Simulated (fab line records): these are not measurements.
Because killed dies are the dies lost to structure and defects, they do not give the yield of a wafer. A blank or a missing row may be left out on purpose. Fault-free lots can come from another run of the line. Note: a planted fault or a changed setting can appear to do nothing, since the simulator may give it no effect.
Which tool is to blame? :: flow sky130 :: Sampling: 6 lots, 18 wafers, 2 of 708 route steps

## WHAT THE GAUGES SHOWED, per wafer
SKY_POLY_CUT_OVL_MEAS_09.
lot: L699
measured: day 26 00:47
on: overlay-02
POLY_CUT_OVL (nm): -2 -4 -6

lot: L704
measured: day 27 19:23
on: overlay-02
POLY_CUT_OVL (nm): 1 4 5

lot: L706
measured: day 28 13:45
on: overlay-02
POLY_CUT_OVL (nm): -1 1 6

lot: L712
measured: day 30 03:41
on: overlay-02
POLY_CUT_OVL (nm): 2 -3 3

lot: L714
measured: day 30 19:15
on: overlay-02
POLY_CUT_OVL (nm): -5 -1 0

lot: L717
measured: day 31 22:41
on: overlay-02
POLY_CUT_OVL (nm): 1 1 6

## EACH LOT AND THE TOOL THAT RAN IT (in order: tool; ch and the chambers of the sampled wafers; start)
lot: L699
SKY_LDD_N_STRIP_16: plasma-asher-04 ch 0,1, day 19 14:26

lot: L704
SKY_LDD_N_STRIP_16: plasma-asher-03 ch 0,1, day 21 12:56

lot: L706
SKY_LDD_N_STRIP_16: plasma-asher-03 ch 0,1, day 22 09:05

lot: L712
SKY_LDD_N_STRIP_16: plasma-asher-03 ch 0,1, day 24 02:44

lot: L714
SKY_LDD_N_STRIP_16: plasma-asher-01 ch 0,1, day 24 17:47

lot: L717
SKY_LDD_N_STRIP_16: plasma-asher-04 ch 0,1, day 26 00:44
- SKY_LDD_N_STRIP_16: strips in O2/N2.

## THE ANSWER, worked out from the rows above alone
Rule: the lots themselves supply what counts as usual. The widest of any qualifying gaps counts: lots, ordered by their means at a reading, are off when they make up no more than a third of the lots, leave a main group of 4 or more, and stand apart from it by 3 or more times the standard deviation of that group's means. Not used: any main group whose means are identical at the precision the tables above print for the reading. Also off: a lot with no number at a reading for which 4 or more lots have one. The other lots that the step has rows for count as sound.
No lot is off at any reading shown: from this, nothing can be told.

## WHAT THE SIMULATOR HAD PUT IN
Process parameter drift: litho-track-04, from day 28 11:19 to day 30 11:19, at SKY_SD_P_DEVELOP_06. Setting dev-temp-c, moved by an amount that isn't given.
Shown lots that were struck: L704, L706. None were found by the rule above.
